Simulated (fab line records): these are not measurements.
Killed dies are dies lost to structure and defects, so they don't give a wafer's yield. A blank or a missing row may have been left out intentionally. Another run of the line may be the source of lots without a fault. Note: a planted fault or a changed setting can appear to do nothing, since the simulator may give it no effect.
Which tool did it? -- flow sky130 -- 13 lots, 39 wafers sampled, at 5 steps of a route of 708

WHAT EACH GAUGE READ, for each wafer
SKY_SONOS_ONO_THK_MEAS_01. Usual: for SONOS_ONO_OXIDATION_THK the level is 2.58 nm and the standard deviation is 0.063.
lot,measured,on,SONOS_ONO_OXIDATION_THK (nm),flag
L378,day 12 17:03,filmMetro-02,2.64 2.71 2.69,
L381,day 13 14:51,filmMetro-02,2.49 2.48 2.56,
L383,day 14 01:23,filmMetro-04,2.71 2.62 2.57,
L384,day 14 13:51,filmMetro-02,2.62 2.60 2.55,
L385,day 14 17:52,filmMetro-03,2.50 2.59 2.57,
L386,day 15 01:58,filmMetro-04,2.58 2.57 2.51,
L387,day 15 08:17,filmMetro-04,2.49 2.45 2.46,
L389,day 16 00:58,filmMetro-03,2.59 2.67 2.59,
L390,day 16 07:54,filmMetro-03,2.56 2.58 2.55,
L395,day 17 14:57,filmMetro-04,2.64 2.61 2.59,
L397,day 18 12:01,filmMetro-03,2.52 2.60 2.65,
L398,day 19 06:10,filmMetro-02,2.49 2.49 2.55,
L399,day 19 08:13,filmMetro-03,2.59 2.63 2.64,

SKY_GATE_OXIDE_THK_MEAS_02. Usual: for GATE_OXIDE_OXIDATION_00_THK the level is 10.25 nm and the standard deviation is 0.21.
lot,measured,on,GATE_OXIDE_OXIDATION_00_THK (nm),flag
L378,day 13 23:02,filmMetro-02,9.94 9.98 9.89,
L381,day 14 23:01,filmMetro-03,10.37 10.36 10.54,
L383,day 15 09:42,filmMetro-02,9.95 10.01 9.97,
L384,day 16 03:20,filmMetro-03,10.28 10.10 10.11,
L385,day 16 04:43,filmMetro-03,10.43 10.40 10.33,
L386,day 16 10:40,filmMetro-02,10.29 10.17 10.31,
L387,day 16 19:08,filmMetro-02,10.64 10.58 10.56,
L389,day 17 12:13,filmMetro-01,10.27 10.17 10.19,
L390,day 17 20:44,filmMetro-03,10.22 10.28 10.23,
L395,day 19 03:54,filmMetro-01,10.54 10.44 10.42,
L397,day 20 01:50,filmMetro-02,10.50 10.42 10.47,
L398,day 20 19:06,filmMetro-03,10.25 10.28 10.24,
L399,day 20 21:23,filmMetro-03,10.29 10.39 10.55,

SKY_LDD_P_TW_MEAS_11. Usual: for LDD_P_TW the level is 637 and the standard deviation is 8.9.
lot,measured,on,LDD_P_TW,flag
L378,day 20 07:47,filmMetro-02,650 650 648,
L381,day 21 13:27,filmMetro-01,629 630 634,
L383,day 22 01:28,filmMetro-02,652 649 649,
L384,day 22 21:54,filmMetro-03,626 627 626,
L385,day 22 22:37,filmMetro-01,629 628 631,
L386,day 23 07:24,filmMetro-02,649 650 646,
L387,day 23 12:49,filmMetro-01,631 636 633,
L389,day 24 10:10,filmMetro-01,630 632 631,
L390,day 24 18:20,filmMetro-01,633 630 631,
L395,day 26 01:27,filmMetro-03,631 631 635,
L397,day 26 20:28,filmMetro-03,599 596 600,OFF
L398,day 27 12:39,filmMetro-02,647 648 652,
L399,day 27 15:22,filmMetro-03,599 596 596,OFF

SKY_LDD_HVN_OVL_MEAS_07. Usual: for LDD_HVN_OVL the level is 0.8 nm and the standard deviation is 1.4.
lot,measured,on,LDD_HVN_OVL (nm),flag
L378,day 21 15:06,overlay-02,2.1 0.2 1.6,
L381,day 22 20:28,overlay-01,-1.2 -1.4 0.5,
L383,day 23 07:55,overlay-02,0.4 0.1 -1.0,
L384,day 24 04:22,overlay-01,0.3 -0.9 -0.2,
L385,day 24 05:09,overlay-01,-2.4 -1.4 -0.7,
L386,day 24 13:38,overlay-02,0.8 3.5 2.2,
L387,day 24 18:53,overlay-02,-0.9 -0.2 -0.9,
L389,day 25 16:50,overlay-01,1.3 1.5 2.4,
L390,day 26 00:25,overlay-02,1.8 2.3 0.8,
L395,day 27 07:08,overlay-01,1.1 1.6 2.9,
L397,day 28 02:38,overlay-01,-3.3 -1.4 -3.1,
L398,day 28 17:31,overlay-01,1.3 0.9 2.8,
L399,day 28 20:07,overlay-02,1.1 1.5 2.7,

EACH LOT AND THE TOOL THAT RAN IT (in order: tool; ch and the chambers of the sampled wafers; start)
lot,SKY_LDD_P_IMPLANT_09
L378,"implanter-04 ch 0, day 20 07:34"
L381,"implanter-04 ch 0, day 21 13:14"
L383,"implanter-02 ch 0, day 22 01:13"
L384,"implanter-04 ch 0, day 22 21:41"
L385,"implanter-02 ch 0, day 22 22:22"
L386,"implanter-04 ch 0, day 23 07:09"
L387,"implanter-04 ch 0, day 23 12:34"
L389,"implanter-04 ch 0, day 24 09:55"
L390,"implanter-01 ch 0, day 24 18:06"
L395,"implanter-01 ch 0, day 26 01:15"
L397,"implanter-04 ch 0, day 26 20:15"
L398,"implanter-02 ch 0, day 27 12:24"
L399,"implanter-04 ch 0, day 27 15:07"
- SKY_LDD_P_IMPLANT_09

WHAT THE TOOLS THEMSELVES READ (means of the sampled wafers that have a number; where no wafer has one, the mark that the record gives instead)
SKY_LDD_P_IMPLANT_09. Usual: doseIonsCm2 9.997e+12, standard deviation 1e+10; faradayCurrentUA 56.4, standard deviation 1.1.
lot,tool,doseIonsCm2,faradayCurrentUA,flag
L378,implanter-04,9.983e+12,55.7,
L381,implanter-04,9.991e+12,57.1,
L383,implanter-02,1.000e+13,57.4,
L384,implanter-04,1.000e+13,56.0,
L385,implanter-02,9.993e+12,54.7,
L386,implanter-04,1.000e+13,57.4,
L387,implanter-04,1.000e+13,57.9,
L389,implanter-04,1.000e+13,56.7,
L390,implanter-01,9.987e+12,57.1,
L395,implanter-01,9.999e+12,56.6,
L397,implanter-04,8.503e+12,48.6,OFF
L398,implanter-02,1.001e+13,56.0,
L399,implanter-04,8.493e+12,48.4,OFF

THE ANSWER, worked out from the rows above alone
Rule: a lot counts as off when the mean over its wafers that have a number is more than 3 standard deviations away from the usual mean. Also off: a lot with no number at a reading for which 4 or more lots have one. Where the step has rows for the other lots, those lots are counted as sound. First the gauges in route order, then the tools' own readings, where a lot's mean is used as printed above. At the first step where some lot is off, the reading lying furthest off is the one used; lots without a number count as furthest.
Off: L397, L399, seen at SKY_LDD_P_TW_MEAS_11 (LDD_P_TW).
A tool fits if, at a process step before that reading, it ran every lot that is off, and no sound lot after the first of them. Not tried: the gauges at SKY_LDD_P_TW_MEAS_11; whatever is off there is also off at SKY_LDD_P_IMPLANT_09, on other tools, and gauge error can't account for it. One fits: implanter-04 at SKY_LDD_P_IMPLANT_09. A fault onset in the window from L389 (day 24 09:55, its last sound lot) to L397 (day 26 20:15, its first lot off) fits.
The tool's own readings at SKY_LDD_P_IMPLANT_09 bear it out: on the lots that are off they differ by more than 5 times the standard deviation of the sound lots' means. doseIonsCm2 reads 8.498e+12 there against 9.997e+12 on the sound lots; faradayCurrentUA reads 48.5 there against 56.6 on the sound lots.

WHAT THE SIMULATOR HAD INSERTED
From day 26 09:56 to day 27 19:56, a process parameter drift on implanter-04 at SKY_LDD_P_IMPLANT_09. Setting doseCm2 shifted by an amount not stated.
Struck lots among those shown: L397, L399. This agrees with what the rule above found.
